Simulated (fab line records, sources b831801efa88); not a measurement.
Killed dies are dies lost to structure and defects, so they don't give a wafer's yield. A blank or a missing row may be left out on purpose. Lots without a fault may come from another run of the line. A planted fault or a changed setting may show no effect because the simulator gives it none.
Chamber matching | flow gf180mcu | GF_V3_CVD_02 on pecvd-02: 3 sister chambers
The step deposits SiO2 from TEOS, target thk 850 nm, time 94.851 s. 6 wafers are shown with their chamber, then 11 later ones without.

WAFERS WITH THEIR CHAMBER
wafer  | chamber | heater_power_w (W)
L077.4 | 1       | 611
L086.4 | 2       | 700
L088.1 | 2       | 664
L088.2 | 1       | 632
L088.4 | 0       | 627
L089.3 | 0       | 530

WAFERS WITHOUT THEIR CHAMBER
wafer  | heater_power_w (W)
L089.4 | 567
L089.6 | 617
L093.2 | 524
L093.3 | 718
L093.6 | 595
L095.1 | 768
L095.2 | 751
L095.3 | 629
L095.4 | 475
L095.5 | 605
L095.6 | 758

WHICH CHAMBER EACH WENT THROUGH
wafer  | from the rows above          | in truth
L089.4 | can't be placed: 0 or 1      | 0
L089.6 | can't be placed: 1 or 0 or 2 | 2
L093.2 | can't be placed: 0 or 1      | 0
L093.3 | can't be placed: 2 or 1      | 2
L093.6 | can't be placed: 0 or 1 or 2 | 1
L095.1 | can't be placed: 2 or 1      | 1
L095.2 | can't be placed: 2 or 1      | 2
L095.3 | can't be placed: 1 or 0 or 2 | 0
L095.4 | can't be placed: 0 or 1      | 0
L095.5 | can't be placed: 1 or 0 or 2 | 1
L095.6 | can't be placed: 2 or 1      | 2
Placed correctly: 0 of 11. Can't be placed from these rows: 11 (the true chamber is among the candidates in 11). Placed wrongly: 0.
How it was worked out, from the rows above alone: a wafer's distance from a chamber is the root of the sum, over the readings, of the square of ((its reading less the chamber's mean) divided by the reading's scatter). The wafer belongs to the nearest chamber; if the next one is less than 2 further off, it can't be placed. A chamber's mean is the mean of its shown wafers. The scatter: the root of (the sum of the squares of (reading less its chamber's mean) over the shown wafers, divided by (wafers less chambers)).
